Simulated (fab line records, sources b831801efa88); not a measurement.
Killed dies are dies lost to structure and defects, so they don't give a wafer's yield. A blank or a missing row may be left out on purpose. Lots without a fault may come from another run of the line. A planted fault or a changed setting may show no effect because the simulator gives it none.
Problem report in the 8D (eight disciplines) form, filled by code | flow gf180mcu | the parts of the form that need people (team, actions taken, sign-off) are left out

1. THE PROBLEM
NSD_RS at GF_PSD_RS_MEAS_14 reads a mean of 43.34 ohm/sq on 1 wafer of 1 lot; wafers without a fault read 46.15 ohm/sq with a standard deviation of 0.11. That is -26 standard deviations from the usual mean.
The step: measures by four-point-probe.
First seen on wafer L479.4, day 17 17:33, on film_metro-03. The record holds 35 wafers of 12 lots with a number at this step. Rule for "out", or "out of limits": more than 4 standard deviations from the usual mean. The other wafers with a number count as sound.

2. WHAT IT IS AND WHAT IT IS NOT
question                    | is                | is not
which readings at this step | NSD_RS            | -
which lots                  | L479              | L470, L471, L472, L473, L474, L475, L483, L485, L491, L492, L493
which wafers of those lots  | L479.4            | L479.1
read on which gauges        | film_metro-03     | film_metro-02, film_metro-04
when                        | from day 17 17:33 | up to then (19 sound wafers); but 15 sound wafers of L483, L485, L491, L492, L493 came after

3. SUSPECTS, AND WHAT RULES EACH OUT
Counting: a tool at a process step up to the reading stays a suspect if it ran every lot that is out. Sound lots after the first of them don't rule it out here, since some wafers of a struck lot are sound.
- the gauge at GF_PSD_RS_MEAS_14: ruled out. All the wafers that are out were read on film_metro-03, but those of them that GF_PSD_RTA_13 has rows for are out there too, on other tools.
- plasma_asher-02 at GF_HV_LDD_STRIP_37 (strips in O2/N2): kept. It ran the lot that is out, L479 (day 14 19:04); its last sound lot up to then is L473 (day 12 23:55).
- rtp_anneal-02 at GF_PSD_RTA_13 (time 20 s): kept. It ran the lot that is out, L479 (day 17 17:28); its last sound lot up to then is L475 (day 16 00:35). Its own readings are out on those wafers: run_length_s.
- Within plasma_asher-02 at GF_HV_LDD_STRIP_37: the wafers that are out ran in chamber 1; their sound lot-mates ran in chamber 0.
Left after counting: plasma_asher-02 at GF_HV_LDD_STRIP_37, rtp_anneal-02 at GF_PSD_RTA_13.

4. THE CAUSE (what the simulator had put in)
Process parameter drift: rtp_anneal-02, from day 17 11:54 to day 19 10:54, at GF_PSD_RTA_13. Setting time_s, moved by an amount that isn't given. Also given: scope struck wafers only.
Counting left 2 suspects, and this tool is among them.

5. THE CHAIN OF EFFECTS, in route order
Each row: a reading whose mean over the struck wafers that have a number lies more than 3 standard deviations from the usual. Only readings for which the record gives a usual standard deviation are gone through. hours: the time from each lot's start at the first step in this table that gives one to its start at this step, as a median over the lots. sigmas: the change in usual standard deviations.
hours | step              | reading      | usual         | on struck wafers | change | sigmas
0     | GF_PSD_RTA_13     | run_length_s | 48.6 s        | 61.8             | +13.2  | +29
0     | GF_PSD_RS_MEAS_14 | NSD_RS       | 46.15 ohm/sq  | 43.34            | -2.81  | -26
0     | GF_PSD_RS_MEAS_15 | PSD_RS       | 108.59 ohm/sq | 103.23           | -5.36  | -19
The process steps in it:
- GF_PSD_RTA_13: time 20 s.

6. WHAT WOULD HAVE CAUGHT IT SOONER
In this record the first reading out of limits at a measuring or inspecting step was taken at day 17 17:33, 6 hours after the fault began at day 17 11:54.
The tool's own readings at GF_PSD_RTA_13 were out on every struck wafer that the step has a row for (run_length_s): an alarm limit on them would have fired on the first of those.
All the lots that are out (1) had begun GF_PSD_RTA_13 on rtp_anneal-02 by day 17 17:33. A hold on the tool at that time would have spared none of them.
